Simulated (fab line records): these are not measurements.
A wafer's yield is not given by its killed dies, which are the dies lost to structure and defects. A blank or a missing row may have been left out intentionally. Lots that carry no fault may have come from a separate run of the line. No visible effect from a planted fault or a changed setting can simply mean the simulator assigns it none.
The tool behind it: which one? -- flow gf180mcu -- 11 lots, 33 wafers sampled, at 4 steps of a route of 602

== WHAT EACH GAUGE READ, for each wafer ==
GF_CONTACT_RS_MEAS_25: measures by four-point-probe.
lot,measured,on,CONTACT_W_RS (ohm/sq)
L196,day 16 02:41,filmMetro-03,0.382 0.379 0.383
L199,day 16 23:41,filmMetro-03,0.382 0.383 0.381
L202,day 18 08:15,filmMetro-03,0.389 0.382 0.386
L207,day 20 08:43,filmMetro-03,0.383 0.380 0.383
L209,day 21 02:34,filmMetro-03,0.378 0.213 0.373
L210,day 21 09:59,filmMetro-04,0.382 0.377 0.387
L211,day 21 16:43,filmMetro-01,0.213 0.215 0.383
L212,day 21 23:20,filmMetro-04,0.389 0.385 0.385
L214,day 22 20:15,filmMetro-04,0.392 0.396 0.396
L215,day 23 01:37,filmMetro-04,0.387 0.386 0.389
L217,day 23 12:38,filmMetro-04,0.387 0.388 0.390

== WHAT TOOL EACH LOT RAN ON (gives the tool, then ch and the chambers of the sampled wafers, and finally the start) ==
lot,GF_SALICIDE_RTA_08,GF_CONTACT_ETCH_16,GF_CONTACT_CVD_24
L196,"rtpAnneal-02 ch 0, day 15 03:25","rieDiel-01 ch 1,2,3, day 16 02:01","cvdW-02 ch 0,1, day 16 02:35"
L199,"rtpAnneal-02 ch 0, day 15 23:34","rieDiel-01 ch 1,2,3, day 16 23:01","cvdW-01 ch 1, day 16 23:35"
L202,"rtpAnneal-01 ch 0, day 17 07:33","rieDiel-04 ch 0,2,3, day 18 07:34","cvdW-01 ch 0,1, day 18 08:08"
L207,"rtpAnneal-01 ch 0, day 19 06:06","rieDiel-02 ch 1,2,3, day 20 07:58","cvdW-02 ch 0, day 20 08:31"
L209,"rtpAnneal-02 ch 0, day 20 00:50","rieDiel-04 ch 0,1,3, day 21 01:55","cvdW-02 ch 0,1, day 21 02:28"
L210,"rtpAnneal-01 ch 0, day 20 07:50","rieDiel-04 ch 0,2,3, day 21 09:16","cvdW-01 ch 0,1, day 21 09:52"
L211,"rtpAnneal-01 ch 0, day 20 15:03","rieDiel-01 ch 1,2,3, day 21 16:01","cvdW-02 ch 0,1, day 21 16:35"
L212,"rtpAnneal-01 ch 0, day 20 22:15","rieDiel-02 ch 0,2,3, day 21 22:40","cvdW-01 ch 0,1, day 21 23:14"
L214,"rtpAnneal-02 ch 0, day 21 15:51","rieDiel-02 ch 1,2,3, day 22 19:28","cvdW-01 ch 0,1, day 22 20:08"
L215,"rtpAnneal-02 ch 0, day 22 00:43","rieDiel-02 ch 2,3, day 23 00:49","cvdW-01 ch 0,1, day 23 01:30"
L217,"rtpAnneal-02 ch 0, day 22 11:53","rieDiel-01 ch 1,2,3, day 23 11:58","cvdW-01 ch 0,1, day 23 12:32"
- GF_SALICIDE_RTA_08: time 30 s.
- GF_CONTACT_ETCH_16: etches BARC in N2/H2.
- GF_CONTACT_CVD_24: deposits W, target thk 300 nm, time 90.339 s.

== THE ANSWER, worked out from the rows above alone ==
Rule: what is usual is taken from the lots themselves. The widest of any qualifying gaps counts: lots, ordered by their means at a reading, are off when they make up no more than a third of the lots, leave a main group of 4 or more, and stand apart from it by 3 or more times the standard deviation of that group's means. A main group whose means are all the same, to the digits that the tables above print for the reading, isn't used. A lot without any number at a reading at which 4 lots or more have one is off too. All remaining lots with rows at the step are treated as sound.
Off: L209, L211, seen at GF_CONTACT_RS_MEAS_25 (CONTACT_W_RS). The main group: mean 0.386 ohm/sq, standard deviation 0.0041.
If a tool, at a process step before that reading, ran all the lots that are off and no sound lot after the first of them, it fits. The gauges at GF_CONTACT_RS_MEAS_25 are tried like those tools. One candidate fits, namely cvdW-02 at GF_CONTACT_CVD_24. A fault onset in the window from L207 (day 20 08:31, its last sound lot) to L209 (day 21 02:28, its first lot off) fits.

== WHAT WAS PUT IN BY THE SIMULATOR ==
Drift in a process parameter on cvdW-02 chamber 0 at GF_CONTACT_CVD_24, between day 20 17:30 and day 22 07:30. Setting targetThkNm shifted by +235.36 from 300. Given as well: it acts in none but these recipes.
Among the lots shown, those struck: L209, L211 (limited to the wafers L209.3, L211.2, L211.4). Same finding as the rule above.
